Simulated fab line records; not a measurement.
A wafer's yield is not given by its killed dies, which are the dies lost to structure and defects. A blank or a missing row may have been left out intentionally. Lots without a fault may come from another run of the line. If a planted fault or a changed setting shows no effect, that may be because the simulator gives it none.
Matching of chambers || flow gf180mcu || pecvd-01 running GF_V1_CVD_02: 3 sister chambers
The step deposits SiO2 from TEOS, target thk 850 nm, time 94.851 s. 6 wafers are shown with their chamber, then 8 later ones without.

## WAFERS PAIRED WITH THEIR CHAMBERS
{"wafer": "L482.4", "chamber": 2, "heaterPowerW (W)": 791, "rfFwdPowerW (W)": 596.2}
{"wafer": "L486.3", "chamber": 0, "heaterPowerW (W)": 679, "rfFwdPowerW (W)": 596.9}
{"wafer": "L488.1", "chamber": 0, "heaterPowerW (W)": 749, "rfFwdPowerW (W)": 592.4}
{"wafer": "L488.2", "chamber": 1, "heaterPowerW (W)": 599, "rfFwdPowerW (W)": 596.5}
{"wafer": "L488.5", "chamber": 1, "heaterPowerW (W)": 635, "rfFwdPowerW (W)": 597.7}
{"wafer": "L490.2", "chamber": 2, "heaterPowerW (W)": 695, "rfFwdPowerW (W)": 592.9}

## WAFERS WHOSE CHAMBER IS MISSING
{"wafer": "L490.4", "heaterPowerW (W)": 656, "rfFwdPowerW (W)": 597.6}
{"wafer": "L490.5", "heaterPowerW (W)": 631, "rfFwdPowerW (W)": 597.2}
{"wafer": "L493.1", "heaterPowerW (W)": 624, "rfFwdPowerW (W)": 599.7}
{"wafer": "L493.3", "heaterPowerW (W)": 665, "rfFwdPowerW (W)": 595.8}
{"wafer": "L493.5", "heaterPowerW (W)": 519, "rfFwdPowerW (W)": 596.5}
{"wafer": "L494.4", "heaterPowerW (W)": 771, "rfFwdPowerW (W)": 597.2}
{"wafer": "L494.5", "heaterPowerW (W)": 498, "rfFwdPowerW (W)": 595.2}
{"wafer": "L494.6", "heaterPowerW (W)": 703, "rfFwdPowerW (W)": 596.0}

## EACH ONE'S CHAMBER
{"wafer": "L490.4", "from the rows above": "can't be placed: 1 or 0 or 2", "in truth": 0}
{"wafer": "L490.5", "from the rows above": "can't be placed: 1 or 0", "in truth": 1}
{"wafer": "L493.1", "from the rows above": "can't be placed: 1 or 0", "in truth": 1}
{"wafer": "L493.3", "from the rows above": "can't be placed: 0 or 1 or 2", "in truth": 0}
{"wafer": "L493.5", "from the rows above": "can't be placed: 1 or 0", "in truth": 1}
{"wafer": "L494.4", "from the rows above": "can't be placed: 2 or 0 or 1", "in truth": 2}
{"wafer": "L494.5", "from the rows above": "can't be placed: 1 or 0", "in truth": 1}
{"wafer": "L494.6", "from the rows above": "can't be placed: 0 or 2 or 1", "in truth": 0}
Correctly placed: 0 of 8. Cannot be placed on the basis of these rows: 8; the candidates contain the true chamber in 8. 0 placed wrongly.
How it was worked out, from the rows above alone: a wafer's distance from a chamber is the root of the sum, over the readings, of the square of ((its reading less the chamber's mean) divided by the reading's scatter). If the next closest chamber is less than 2 further off than the closest, the wafer can't be placed; otherwise it belongs to the closest. For every chamber, the mean is computed from those of its wafers that are shown. The scatter: take each reading less its chamber's mean, square it, sum over the shown wafers, divide by the number of wafers less the number of chambers, and take the root.
